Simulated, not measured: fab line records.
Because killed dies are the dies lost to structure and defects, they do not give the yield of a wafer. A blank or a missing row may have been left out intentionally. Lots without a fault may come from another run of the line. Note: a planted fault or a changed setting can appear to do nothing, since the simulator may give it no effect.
fab line records -- flow sky130
record: lots: 24, wafers: 72, last_day: 50
route steps=708 shown METAL2@485 VIA2@510 METAL3@565 VIA3@574 METAL5@663
lots untouched by any fault: they come from a run of this same line in which no faults occurred
start_h: hours from the record's opening day to when the first of the lot's shown wafers began -- wait_h: hours from the lot's prior step to this one -- " unchanged from the row above -- L1.1+2: a row that stands for several wafers -- - value missing, or start not given -- * or withheld: withheld -- < > ~ a bound
route shown NAME@n: names a module that has steps shown in the file, with the first one's number in the route -- usual: average and standard deviation across the fault-free wafers -- same: alike in all rows -- chamber/n: place in a boat -- sites: each site's reading -- _std_site: their standard deviation -- _edge_site: mean of outer sites minus mean of inner sites -- radius_mm: how far each site lies from the wafer's centre -- mask NAME#n: copy n -- behind: the most recent tool/chamber to have shaped the wafer -- hold: what put the lot on hold/how long, in hours/how the hold closed -- device: which transistor (n, p or np) failed to switch -- end of line: at the end of the route, the tests of the same wafers -- for a step that has no rows: nothing shown but its recipe -- killed: the dies lost at the first sort to structure and to defects; this is not the yield of the wafer -- map: a wafer's dies, marking killed ones x, the rest . and places with no die _
set.NAME: the run value of the setting; set.NAME@STEP: its run value at that earlier step -- model.NAME: the simulator's own value behind a step, which no gauge read
the route's steps for a sample of lots (tables are steps, rows are wafers)
services: a tool's chamber out of use, with start hour (start_h, from the record's first day; less than 0 if before it), hours out, and reason
== steps ==
step: SKY_METAL2_SPUTTER_02
recipe: material: AlCu, target_thk_nm: 250, power_w: 10600, time_s: 13.3, chamber_pressure_pa: 0.4
usual: throttle_valve_pct: 30.3/0.73
same: time_s: 13.3
lot.wafer,tool,chamber,start_h,wait_h,throttle_valve_pct
L074.1,pvd_sputter-03,-,803.68,0.0,29.8
L074.2,pvd_sputter-03,-,803.68,0.0,30.4
L074.3,pvd_sputter-03,-,803.68,0.0,31.9
L075.1,pvd_sputter-02,-,817.95,0.0,29.0
L075.2,pvd_sputter-02,-,817.95,0.0,30.8
L075.3,pvd_sputter-02,-,817.95,0.0,29.8
L076.1,pvd_sputter-03,-,822.46,0.0,31.9
L076.3,pvd_sputter-03,-,822.46,0.0,30.4
L076.6,pvd_sputter-03,-,822.46,0.0,31.7
L077.4,pvd_sputter-03,-,829.56,0.0,29.7
L077.5,pvd_sputter-03,-,829.56,0.0,30.4
L077.6,pvd_sputter-03,-,829.56,0.0,31.9
L078.2,pvd_sputter-02,-,843.47,0.0,29.1
L078.3,pvd_sputter-02,-,843.47,0.0,29.6
L078.4,pvd_sputter-02,-,843.47,0.0,30.0
L079.1,pvd_sputter-01,-,844.38,0.0,30.9
L079.3,pvd_sputter-01,-,844.38,0.0,30.6
L079.6,pvd_sputter-01,-,844.38,0.0,30.6
L080.3,pvd_sputter-01,-,864.93,0.0,29.5
L080.4,pvd_sputter-01,-,864.93,0.0,30.2
L080.5,pvd_sputter-01,-,864.93,0.0,30.4
L081.2,pvd_sputter-02,-,865.08,0.0,29.6
L081.3,pvd_sputter-02,-,865.08,0.0,30.6
L081.4,pvd_sputter-02,-,865.08,0.0,29.1
L082.4,pvd_sputter-03,-,875.41,0.0,30.3
L082.5,pvd_sputter-03,-,875.41,0.0,31.8
L082.6,pvd_sputter-03,-,875.41,0.0,30.6
L083.3,pvd_sputter-01,-,877.76,0.0,29.5
L083.4,pvd_sputter-01,-,877.76,0.0,30.2
L083.5,pvd_sputter-01,-,877.76,0.0,29.5
L084.2,pvd_sputter-01,-,897.46,0.0,31.0
L084.3,pvd_sputter-01,-,897.46,0.0,29.6
L084.4,pvd_sputter-01,-,897.46,0.0,30.4
L085.3,pvd_sputter-02,-,899.78,0.0,29.1
L085.5,pvd_sputter-02,-,899.78,0.0,30.1
L085.6,pvd_sputter-02,-,899.78,0.0,29.2
L086.3,pvd_sputter-03,-,908.96,0.0,30.6
L086.4,pvd_sputter-03,-,908.96,0.0,32.2
L086.6,pvd_sputter-03,-,908.96,0.0,29.7
L087.1,pvd_sputter-02,-,910.58,0.0,30.7
L087.2,pvd_sputter-02,-,910.58,0.0,29.5
L087.4,pvd_sputter-02,-,910.58,0.0,30.0
L088.2,pvd_sputter-02,-,913.02,0.0,29.1
L088.3,pvd_sputter-02,-,913.02,0.0,29.7
L088.4,pvd_sputter-02,-,913.02,0.0,30.4
L089.2,pvd_sputter-03,-,916.35,0.0,30.7
L089.4,pvd_sputter-03,-,916.35,0.0,30.7
L089.6,pvd_sputter-03,-,916.35,0.0,30.4
L090.1,pvd_sputter-03,-,920.81,0.0,29.8
L090.2,pvd_sputter-03,-,920.81,0.0,30.6
L090.5,pvd_sputter-03,-,920.81,0.0,29.6
L091.1,pvd_sputter-01,-,921.16,0.0,30.3
L091.5,pvd_sputter-01,-,921.16,0.0,31.0
L091.6,pvd_sputter-01,-,921.16,0.0,29.5
L092.1,pvd_sputter-03,-,937.10,0.0,30.8
L092.3,pvd_sputter-03,-,937.10,0.0,31.6
L092.5,pvd_sputter-03,-,937.10,0.0,30.4
L093.1,pvd_sputter-03,-,940.28,0.0,30.4
L093.3,pvd_sputter-03,-,940.28,0.0,29.7
L093.6,pvd_sputter-03,-,940.28,0.0,30.4
L094.4,pvd_sputter-01,-,947.80,0.0,30.6
L094.5,pvd_sputter-01,-,947.80,0.0,30.6
L094.6,pvd_sputter-01,-,947.80,0.0,30.5
L096.2,pvd_sputter-03,-,950.45,0.0,29.6
L096.3,pvd_sputter-03,-,950.45,0.0,31.8
L096.5,pvd_sputter-03,-,950.45,0.0,30.6
L095.1,pvd_sputter-03,-,952.47,0.0,30.6
L095.2,pvd_sputter-03,-,952.47,0.0,30.5
L095.4,pvd_sputter-03,-,952.47,0.0,31.8
L097.1,pvd_sputter-01,-,967.80,0.0,30.4
L097.4,pvd_sputter-01,-,967.80,0.0,30.3
L097.5,pvd_sputter-01,-,967.80,0.0,30.5
step: SKY_VIA2_BOW_MEAS_03
recipe: mode: bow
usual: VIA2_BOW: 87/8.1
lot.wafer,tool,chamber,start_h,wait_h,VIA2_BOW[um]
L074.1,film_metro-03,-,832.10,0.2,83
L074.2,film_metro-03,-,832.10,0.2,90
L074.3,film_metro-03,-,832.10,0.2,70
L075.1,film_metro-03,-,846.24,0.1,91
L075.2,film_metro-03,-,846.24,0.1,85
L075.3,film_metro-03,-,846.24,0.1,79
L076.1,film_metro-03,-,850.90,0.1,89
L076.3,film_metro-03,-,850.90,0.1,87
L076.6,film_metro-03,-,850.90,0.1,97
L077.4,film_metro-04,-,857.09,0.2,80
L077.5,film_metro-04,-,857.09,0.2,77
L077.6,film_metro-04,-,857.09,0.2,83
L078.2,film_metro-04,-,871.34,0.2,84
L078.3,film_metro-04,-,871.34,0.2,91
L078.4,film_metro-04,-,871.34,0.2,96
L079.1,film_metro-02,-,872.56,0.1,89
L079.3,film_metro-02,-,872.56,0.1,90
L079.6,film_metro-02,-,872.56,0.1,86
L080.3,film_metro-02,-,892.29,0.1,101
L080.4,film_metro-02,-,892.29,0.1,88
L080.5,film_metro-02,-,892.29,0.1,91
L081.2,film_metro-03,-,892.70,0.2,82
L081.3,film_metro-03,-,892.70,0.2,91
L081.4,film_metro-03,-,892.70,0.2,88
L082.4,film_metro-04,-,902.59,0.2,98
L082.5,film_metro-04,-,902.59,0.2,82
L082.6,film_metro-04,-,902.59,0.2,76
L083.3,film_metro-04,-,904.82,0.3,84
L083.4,film_metro-04,-,904.82,0.3,82
L083.5,film_metro-04,-,904.82,0.3,92
L084.2,film_metro-03,-,923.35,0.2,85
L084.3,film_metro-03,-,923.35,0.2,83
L084.4,film_metro-03,-,923.35,0.2,90
L085.3,film_metro-02,-,925.65,0.1,94
L085.5,film_metro-02,-,925.65,0.1,107
L085.6,film_metro-02,-,925.65,0.1,93
L086.3,film_metro-04,-,934.56,0.1,87
L086.4,film_metro-04,-,934.56,0.1,94
L086.6,film_metro-04,-,934.56,0.1,91
L087.1,film_metro-03,-,936.21,0.1,85
L087.2,film_metro-03,-,936.21,0.1,88
L087.4,film_metro-03,-,936.21,0.1,85
L088.2,film_metro-03,-,938.80,0.2,75
L088.3,film_metro-03,-,938.80,0.2,77
L088.4,film_metro-03,-,938.80,0.2,75
L089.2,film_metro-03,-,942.57,0.2,78
L089.4,film_metro-03,-,942.57,0.2,81
L089.6,film_metro-03,-,942.57,0.2,79
L090.1,film_metro-02,-,946.40,0.2,66
L090.2,film_metro-02,-,946.40,0.2,77
L090.5,film_metro-02,-,946.40,0.2,88
L091.1,film_metro-04,-,946.75,0.1,100
L091.5,film_metro-04,-,946.75,0.1,96
L091.6,film_metro-04,-,946.75,0.1,87
L092.1,film_metro-04,-,962.48,0.2,95
L092.3,film_metro-04,-,962.48,0.2,102
L092.5,film_metro-04,-,962.48,0.2,104
L093.1,film_metro-03,-,966.67,0.2,84
L093.3,film_metro-03,-,966.67,0.2,79
L093.6,film_metro-03,-,966.67,0.2,84
L094.4,film_metro-02,-,973.89,0.2,84
L094.5,film_metro-02,-,973.89,0.2,88
L094.6,film_metro-02,-,973.89,0.2,89
L096.2,film_metro-03,-,976.05,0.2,81
L096.3,film_metro-03,-,976.05,0.2,88
L096.5,film_metro-03,-,976.05,0.2,95
L095.1,film_metro-02,-,978.09,0.1,89
L095.2,film_metro-02,-,978.09,0.1,85
L095.4,film_metro-02,-,978.09,0.1,90
L097.1,film_metro-02,-,993.03,0.2,87
L097.4,film_metro-02,-,993.03,0.2,90
L097.5,film_metro-02,-,993.03,0.2,86
step: SKY_METAL3_DESCUM_15
recipe: chemistry: O2, source_power_w: 150, bias_power_w: 0, pressure_mtorr: 10, temp_c: 40, time_s: 8
usual: drypump_motor_current_A: 5.4/0.52, oes_product_au: 1.001/0.0087
same: time_s: 8
lot.wafer,tool,chamber,start_h,wait_h,drypump_motor_current_A,oes_product_au,rf_hours_counter_h
L074.1,rie_metal-02,0,911.89,0.0,4.9,1.005,7.2
L074.2,rie_metal-02,1,911.89,0.0,5.7,0.980,8.1
L074.3,rie_metal-02,0,911.89,0.0,4.9,1.006,-
L075.1,rie_metal-02,0,925.27,0.0,4.9,0.995,8.0
L075.2,rie_metal-02,1,925.27,0.0,5.7,1.005,8.9
L075.3,rie_metal-02,1,925.27,0.0,5.7,0.996,-
L076.1,rie_metal-04,0,929.49,0.0,5.1,1.007,7.1
L076.3,rie_metal-04,1,929.49,0.0,5.2,0.994,-
L076.6,rie_metal-04,0,929.49,0.0,5.1,1.009,-
L077.4,rie_metal-04,1,935.73,0.0,5.1,1.002,-
L077.5,rie_metal-04,1,935.73,0.0,5.1,0.996,-
L077.6,rie_metal-04,0,935.73,0.0,5.1,1.016,-
L078.2,rie_metal-02,0,948.44,0.0,4.9,0.997,9.4
L078.3,rie_metal-02,0,948.44,0.0,4.9,1.010,-
L078.4,rie_metal-02,1,948.44,0.0,5.7,1.001,-
L079.1,rie_metal-03,0,949.47,0.0,6.4,1.019,4.8
L079.3,rie_metal-03,1,949.47,0.0,5.2,1.003,-
L079.6,rie_metal-03,1,949.47,0.0,5.1,1.006,-
L080.3,rie_metal-02,1,969.03,0.0,5.7,1.007,-
L080.4,rie_metal-02,0,969.03,0.0,4.9,0.995,-
L080.5,rie_metal-02,1,969.03,0.0,5.7,1.006,-
L081.2,rie_metal-03,0,969.49,0.0,6.4,1.012,5.6
L081.3,rie_metal-03,1,969.49,0.0,5.2,0.989,-
L081.4,rie_metal-03,0,969.49,0.0,6.3,1.009,-
L082.4,rie_metal-02,1,977.35,0.0,5.7,1.004,-
L082.5,rie_metal-02,1,977.35,0.0,5.7,1.016,-
L082.6,rie_metal-02,0,977.35,0.0,4.9,0.998,-
L083.3,rie_metal-03,0,980.80,0.0,6.4,1.007,-
L083.4,rie_metal-03,1,980.80,0.0,5.1,0.989,-
L083.5,rie_metal-03,0,980.80,0.0,6.4,1.006,-
L084.2,rie_metal-03,0,997.44,0.0,6.4,1.012,6.8
L084.3,rie_metal-03,1,997.44,0.0,5.1,0.982,-
L084.4,rie_metal-03,0,997.44,0.0,6.4,1.003,-
L085.3,rie_metal-02,1,1000.50,0.0,5.7,1.000,-
L085.5,rie_metal-02,1,1000.50,0.0,5.7,1.002,-
L085.6,rie_metal-02,0,1000.50,0.0,4.9,1.001,-
L086.3,rie_metal-03,0,1009.28,0.0,6.4,1.008,-
L086.4,rie_metal-03,1,1009.28,0.0,5.2,0.984,-
L086.6,rie_metal-03,1,1009.28,0.0,5.1,0.992,-
L087.1,rie_metal-04,0,1010.22,0.0,5.1,1.003,10.9
L087.2,rie_metal-04,1,1010.22,0.0,5.1,0.994,12.8
L087.4,rie_metal-04,1,1010.22,0.0,5.1,0.998,-
L088.2,rie_metal-04,1,1012.79,0.0,5.1,1.000,13.1
L088.3,rie_metal-04,1,1012.79,0.0,5.1,1.001,-
L088.4,rie_metal-04,0,1012.79,0.0,5.1,1.008,-
L089.2,rie_metal-03,0,1015.74,0.0,6.4,1.008,8.1
L089.4,rie_metal-03,1,1015.74,0.0,5.1,0.983,-
L089.6,rie_metal-03,1,1015.74,0.0,5.1,0.990,-
L090.1,rie_metal-02,0,1019.87,0.0,4.9,1.000,14.2
L090.2,rie_metal-02,0,1019.87,0.0,4.9,0.983,-
L090.5,rie_metal-02,0,1019.87,0.0,4.9,0.999,-
L091.1,rie_metal-03,0,1020.04,0.0,6.4,1.008,8.4
L091.5,rie_metal-03,1,1020.04,0.0,5.2,1.000,-
L091.6,rie_metal-03,0,1020.04,0.0,6.4,1.004,-
L092.1,rie_metal-02,1,1034.19,0.0,5.7,1.000,14.4
L092.3,rie_metal-02,1,1034.19,0.0,5.7,0.995,-
L092.5,rie_metal-02,1,1034.19,0.0,5.7,0.999,-
L093.1,rie_metal-03,1,1038.62,0.0,5.1,0.989,10.6
L093.3,rie_metal-03,0,1038.62,0.0,6.4,1.013,-
L093.6,rie_metal-03,0,1038.62,0.0,6.4,1.013,-
L094.4,rie_metal-03,1,1044.38,0.0,5.2,0.992,-
L094.5,rie_metal-03,0,1044.38,0.0,6.4,1.017,-
L094.6,rie_metal-03,1,1044.38,0.0,5.2,1.007,-
L096.2,rie_metal-04,1,1045.84,0.0,5.1,0.988,14.7
L096.3,rie_metal-04,1,1045.84,0.0,5.1,0.982,-
L096.5,rie_metal-04,0,1045.84,0.0,5.1,1.009,-
L095.1,rie_metal-02,0,1048.67,0.0,4.9,1.001,16.2
L095.2,rie_metal-02,1,1048.67,0.0,5.7,1.008,15.7
L095.4,rie_metal-02,0,1048.67,0.0,4.9,1.008,-
L097.1,rie_metal-04,1,1063.52,0.0,5.1,0.998,15.9
L097.4,rie_metal-04,0,1063.52,0.0,5.1,1.008,-
L097.5,rie_metal-04,0,1063.52,0.0,5.1,1.004,-
step: SKY_VIA3_THK_MEAS_01
recipe: reads: SiO2_of_VIA3_HDPCVD_00
usual: VIA3_HDPCVD_THK: 1640/18
lot.wafer,tool,chamber,start_h,wait_h,VIA3_HDPCVD_THK[nm]
L074.1,film_metro-04,-,912.98,0.1,1625
L074.2,film_metro-04,-,912.98,0.1,1647
L074.3,film_metro-04,-,912.98,0.1,1656
L075.1,film_metro-04,-,926.71,0.1,1647
L075.2,film_metro-04,-,926.71,0.1,1641
L075.3,film_metro-04,-,926.71,0.1,1640
L076.1,film_metro-01,-,930.62,0.1,1635
L076.3,film_metro-01,-,930.62,0.1,1630
L076.6,film_metro-01,-,930.62,0.1,1618
L077.4,film_metro-04,-,936.83,0.0,1636
L077.5,film_metro-04,-,936.83,0.0,1626
L077.6,film_metro-04,-,936.83,0.0,1647
L078.2,film_metro-04,-,949.54,0.1,1650
L078.3,film_metro-04,-,949.54,0.1,1635
L078.4,film_metro-04,-,949.54,0.1,1630
L079.1,film_metro-04,-,950.55,0.1,1629
L079.3,film_metro-04,-,950.55,0.1,1616
L079.6,film_metro-04,-,950.55,0.1,1621
L080.3,film_metro-04,-,970.17,0.1,1632
L080.4,film_metro-04,-,970.17,0.1,1638
L080.5,film_metro-04,-,970.17,0.1,1635
L081.2,film_metro-04,-,970.63,0.1,1630
L081.3,film_metro-04,-,970.63,0.1,1649
L081.4,film_metro-04,-,970.63,0.1,1658
L082.4,film_metro-04,-,978.50,0.0,1658
L082.5,film_metro-04,-,978.50,0.0,1651
L082.6,film_metro-04,-,978.50,0.0,1631
L083.3,film_metro-04,-,981.99,0.1,1655
L083.4,film_metro-04,-,981.99,0.1,1647
L083.5,film_metro-04,-,981.99,0.1,1643
L084.2,film_metro-02,-,998.54,0.1,1612
L084.3,film_metro-02,-,998.54,0.1,1616
L084.4,film_metro-02,-,998.54,0.1,1631
L085.3,film_metro-01,-,1001.64,0.1,1624
L085.5,film_metro-01,-,1001.64,0.1,1609
L085.6,film_metro-01,-,1001.64,0.1,1631
L086.3,film_metro-01,-,1010.55,0.1,1649
L086.4,film_metro-01,-,1010.55,0.1,1650
L086.6,film_metro-01,-,1010.55,0.1,1650
L087.1,film_metro-04,-,1011.54,0.1,1630
L087.2,film_metro-04,-,1011.54,0.1,1625
L087.4,film_metro-04,-,1011.54,0.1,1636
L088.2,film_metro-04,-,1013.95,0.1,1626
L088.3,film_metro-04,-,1013.95,0.1,1622
L088.4,film_metro-04,-,1013.95,0.1,1614
L089.2,film_metro-02,-,1017.11,0.1,1619
L089.4,film_metro-02,-,1017.11,0.1,1637
L089.6,film_metro-02,-,1017.11,0.1,1622
L091.1,film_metro-02,-,1021.31,0.1,1668
L091.5,film_metro-02,-,1021.31,0.1,1652
L091.6,film_metro-02,-,1021.31,0.1,1660
L090.1,film_metro-01,-,1021.52,0.1,1626
L090.2,film_metro-01,-,1021.52,0.1,1614
L090.5,film_metro-01,-,1021.52,0.1,1636
L092.1,film_metro-04,-,1035.70,0.1,1636
L092.3,film_metro-04,-,1035.70,0.1,1619
L092.5,film_metro-04,-,1035.70,0.1,1640
L093.1,film_metro-01,-,1039.72,0.1,1637
L093.3,film_metro-01,-,1039.72,0.1,1645
L093.6,film_metro-01,-,1039.72,0.1,1638
L094.4,film_metro-01,-,1045.52,0.0,1667
L094.5,film_metro-01,-,1045.52,0.0,1652
L094.6,film_metro-01,-,1045.52,0.0,1661
L096.2,film_metro-01,-,1046.94,0.1,1658
L096.3,film_metro-01,-,1046.94,0.1,1638
L096.5,film_metro-01,-,1046.94,0.1,1630
L095.1,film_metro-04,-,1049.77,0.1,1667
L095.2,film_metro-04,-,1049.77,0.1,1686
L095.4,film_metro-04,-,1049.77,0.1,1670
L097.1,film_metro-04,-,1064.61,0.1,1667
L097.4,film_metro-04,-,1064.61,0.1,1662
L097.5,film_metro-04,-,1064.61,0.1,1666
step: SKY_METAL5_SPUTTER_02
recipe: material: AlCu, target_thk_nm: 1150, power_w: 10600, time_s: 61.2, chamber_pressure_pa: 0.4
usual: throttle_valve_pct: 30.2/0.7
same: time_s: 61.2
lot.wafer,tool,chamber,start_h,wait_h,throttle_valve_pct
L074.1,pvd_sputter-01,-,1014.16,0.0,29.3
L074.2,pvd_sputter-01,-,1014.16,0.0,30.5
L074.3,pvd_sputter-01,-,1014.16,0.0,30.2
L075.1,pvd_sputter-02,-,1027.59,0.0,30.7
L075.2,pvd_sputter-02,-,1027.59,0.0,29.9
L075.3,pvd_sputter-02,-,1027.59,0.0,29.6
L076.1,pvd_sputter-01,-,1031.07,0.0,29.3
L076.3,pvd_sputter-01,-,1031.07,0.0,30.4
L076.6,pvd_sputter-01,-,1031.07,0.0,29.5
L077.4,pvd_sputter-03,-,1036.50,0.0,30.7
L077.5,pvd_sputter-03,-,1036.50,0.0,29.5
L077.6,pvd_sputter-03,-,1036.50,0.0,30.6
L078.2,pvd_sputter-03,-,1046.86,0.0,30.0
L078.3,pvd_sputter-03,-,1046.86,0.0,30.7
L078.4,pvd_sputter-03,-,1046.86,0.0,31.7
L079.1,pvd_sputter-03,-,1049.33,0.0,29.9
L079.3,pvd_sputter-03,-,1049.33,0.0,31.8
L079.6,pvd_sputter-03,-,1049.33,0.0,31.8
L080.3,pvd_sputter-01,-,1064.92,0.0,29.4
L080.4,pvd_sputter-01,-,1064.92,0.0,30.3
L080.5,pvd_sputter-01,-,1064.92,0.0,30.7
L081.2,pvd_sputter-03,-,1066.73,0.0,30.7
L081.3,pvd_sputter-03,-,1066.73,0.0,31.9
L081.4,pvd_sputter-03,-,1066.73,0.0,30.7
L082.4,pvd_sputter-02,-,1074.86,0.0,29.5
L082.5,pvd_sputter-02,-,1074.86,0.0,28.8
L082.6,pvd_sputter-02,-,1074.86,0.0,29.9
L083.3,pvd_sputter-01,-,1076.58,0.0,30.5
L083.4,pvd_sputter-01,-,1076.58,0.0,30.5
L083.5,pvd_sputter-01,-,1076.58,0.0,30.6
L084.2,pvd_sputter-01,-,1091.68,0.0,29.5
L084.3,pvd_sputter-01,-,1091.68,0.0,30.8
L084.4,pvd_sputter-01,-,1091.68,0.0,30.4
L085.3,pvd_sputter-01,-,1093.83,0.0,30.8
L085.5,pvd_sputter-01,-,1093.83,0.0,29.6
L085.6,pvd_sputter-01,-,1093.83,0.0,30.8
L086.3,pvd_sputter-03,-,1103.25,0.0,30.5
L086.4,pvd_sputter-03,-,1103.25,0.0,30.7
L086.6,pvd_sputter-03,-,1103.25,0.0,29.6
L087.1,pvd_sputter-02,-,1103.73,0.0,28.9
L087.2,pvd_sputter-02,-,1103.73,0.0,29.5
L087.4,pvd_sputter-02,-,1103.73,0.0,30.6
L088.2,pvd_sputter-01,-,1105.73,0.0,29.4
L088.3,pvd_sputter-01,-,1105.73,0.0,30.2
L088.4,pvd_sputter-01,-,1105.73,0.0,31.0
L089.2,pvd_sputter-02,-,1108.53,0.0,29.4
L089.4,pvd_sputter-02,-,1108.53,0.0,29.7
L089.6,pvd_sputter-02,-,1108.53,0.0,30.6
L091.1,pvd_sputter-01,-,1113.40,0.0,29.4
L091.5,pvd_sputter-01,-,1113.40,0.0,30.4
L091.6,pvd_sputter-01,-,1113.40,0.0,30.9
L090.1,pvd_sputter-02,-,1114.42,0.0,29.1
L090.2,pvd_sputter-02,-,1114.42,0.0,29.6
L090.5,pvd_sputter-02,-,1114.42,0.0,29.2
L092.1,pvd_sputter-01,-,1125.23,0.0,30.2
L092.3,pvd_sputter-01,-,1125.23,0.0,30.8
L092.5,pvd_sputter-01,-,1125.23,0.0,29.2
L093.1,pvd_sputter-02,-,1129.33,0.0,29.6
L093.3,pvd_sputter-02,-,1129.33,0.0,29.9
L093.6,pvd_sputter-02,-,1129.33,0.0,30.2
L094.4,pvd_sputter-01,-,1134.99,0.0,30.9
L094.5,pvd_sputter-01,-,1134.99,0.0,30.7
L094.6,pvd_sputter-01,-,1134.99,0.0,30.4
L096.2,pvd_sputter-01,-,1136.23,0.0,30.9
L096.3,pvd_sputter-01,-,1136.23,0.0,29.3
L096.5,pvd_sputter-01,-,1136.23,0.0,29.4
L095.1,pvd_sputter-02,-,1138.64,0.0,29.0
L095.2,pvd_sputter-02,-,1138.64,0.0,29.3
L095.4,pvd_sputter-02,-,1138.64,0.0,30.4
L097.1,pvd_sputter-03,-,1151.55,0.0,30.6
L097.4,pvd_sputter-03,-,1151.55,0.0,30.6
L097.5,pvd_sputter-03,-,1151.55,0.0,30.4
step: SKY_METAL5_THK_MEAS_06
recipe: thk_meas_gauge: xrf, reads: AlCu_of_METAL5_SPUTTER_02
usual: METAL5_ALCU_THK: 1147/15
lot.wafer,tool,chamber,start_h,wait_h,METAL5_ALCU_THK[nm]
L074.1,film_metro-04,-,1014.40,0.1,1158
L074.2,film_metro-04,-,1014.40,0.1,1165
L074.3,film_metro-04,-,1014.40,0.1,1173
L075.1,film_metro-01,-,1027.83,0.1,1156
L075.2,film_metro-01,-,1027.83,0.1,1155
L075.3,film_metro-01,-,1027.83,0.1,1151
L076.1,film_metro-04,-,1031.31,0.1,1137
L076.3,film_metro-04,-,1031.31,0.1,1138
L076.6,film_metro-04,-,1031.31,0.1,1147
L077.4,film_metro-03,-,1036.77,0.1,1160
L077.5,film_metro-03,-,1036.77,0.1,1161
L077.6,film_metro-03,-,1036.77,0.1,1166
L078.2,film_metro-04,-,1047.11,0.1,1138
L078.3,film_metro-04,-,1047.11,0.1,1145
L078.4,film_metro-04,-,1047.11,0.1,1151
L079.1,film_metro-03,-,1049.57,0.1,1150
L079.3,film_metro-03,-,1049.57,0.1,1139
L079.6,film_metro-03,-,1049.57,0.1,1152
L080.3,film_metro-01,-,1065.17,0.1,1144
L080.4,film_metro-01,-,1065.17,0.1,1147
L080.5,film_metro-01,-,1065.17,0.1,1156
L081.2,film_metro-01,-,1066.98,0.1,1131
L081.3,film_metro-01,-,1066.98,0.1,1119
L081.4,film_metro-01,-,1066.98,0.1,1118
L082.4,film_metro-03,-,1075.13,0.1,1146
L082.5,film_metro-03,-,1075.13,0.1,1162
L082.6,film_metro-03,-,1075.13,0.1,1148
L083.3,film_metro-04,-,1076.84,0.1,1139
L083.4,film_metro-04,-,1076.84,0.1,1136
L083.5,film_metro-04,-,1076.84,0.1,1147
L084.2,film_metro-04,-,1091.93,0.1,1133
L084.3,film_metro-04,-,1091.93,0.1,1148
L084.4,film_metro-04,-,1091.93,0.1,1128
L085.3,film_metro-01,-,1094.09,0.1,1153
L085.5,film_metro-01,-,1094.09,0.1,1131
L085.6,film_metro-01,-,1094.09,0.1,1142
L086.3,film_metro-01,-,1103.51,0.1,1113
L086.4,film_metro-01,-,1103.51,0.1,1114
L086.6,film_metro-01,-,1103.51,0.1,1103
L087.1,film_metro-01,-,1103.99,0.1,1126
L087.2,film_metro-01,-,1103.99,0.1,1130
L087.4,film_metro-01,-,1103.99,0.1,1130
L088.2,film_metro-03,-,1105.98,0.1,1137
L088.3,film_metro-03,-,1105.98,0.1,1141
L088.4,film_metro-03,-,1105.98,0.1,1132
L089.2,film_metro-03,-,1108.78,0.1,1158
L089.4,film_metro-03,-,1108.78,0.1,1150
L089.6,film_metro-03,-,1108.78,0.1,1151
L091.1,film_metro-03,-,1113.63,0.1,1133
L091.5,film_metro-03,-,1113.63,0.1,1132
L091.6,film_metro-03,-,1113.63,0.1,1137
L090.1,film_metro-01,-,1114.66,0.1,1153
L090.2,film_metro-01,-,1114.66,0.1,1148
L090.5,film_metro-01,-,1114.66,0.1,1146
L092.1,film_metro-03,-,1125.47,0.1,1154
L092.3,film_metro-03,-,1125.47,0.1,1155
L092.5,film_metro-03,-,1125.47,0.1,1155
L093.1,film_metro-01,-,1129.57,0.1,1180
L093.3,film_metro-01,-,1129.57,0.1,1168
L093.6,film_metro-01,-,1129.57,0.1,1179
L094.4,film_metro-01,-,1135.26,0.1,1161
L094.5,film_metro-01,-,1135.26,0.1,1155
L094.6,film_metro-01,-,1135.26,0.1,1146
L096.2,film_metro-04,-,1136.48,0.1,1154
L096.3,film_metro-04,-,1136.48,0.1,1155
L096.5,film_metro-04,-,1136.48,0.1,1145
L095.1,film_metro-01,-,1138.88,0.1,1149
L095.2,film_metro-01,-,1138.88,0.1,1147
L095.4,film_metro-01,-,1138.88,0.1,1141
L097.1,film_metro-01,-,1151.79,0.1,1156
L097.4,film_metro-01,-,1151.79,0.1,1161
L097.5,film_metro-01,-,1151.79,0.1,1163
== services ==
tool,chamber,start_h,hours,kind
rie_metal-02,0,785.88,3.1,repair
rie_metal-02,1,827.76,2.6,repair
rie_metal-03,-,830.95,2.8,pm
rie_metal-02,-,844.17,15.6,pm
pvd_sputter-03,-,849.88,1.2,repair
rie_metal-04,-,872.41,2.8,pm
pvd_sputter-01,-,882.13,3.1,repair
pvd_sputter-01,2,900.86,-,consumable_replace:kit
pvd_sputter-01,2,900.86,18.0,scheduled_down
pvd_sputter-01,2,900.86,18.0,vent_cycle
pvd_sputter-01,-,924.90,6.3,repair
rie_metal-03,-,930.55,14.6,pm
pvd_sputter-01,-,996.10,4.9,repair
rie_metal-02,1,1008.98,14.2,repair
rie_metal-02,0,1023.51,12.7,repair
rie_metal-04,-,1025.21,0.5,repair
pvd_sputter-01,1,1040.97,-,consumable_replace:kit
pvd_sputter-01,1,1040.97,18.0,scheduled_down
pvd_sputter-01,1,1040.97,18.0,vent_cycle
pvd_sputter-01,-,1058.27,3.3,repair
rie_metal-02,0,1097.06,3.3,repair
pvd_sputter-03,-,1129.73,1.7,repair
pvd_sputter-01,0,1141.61,-,consumable_replace:kit
pvd_sputter-01,0,1141.61,18.0,scheduled_down
== key ==
fault none
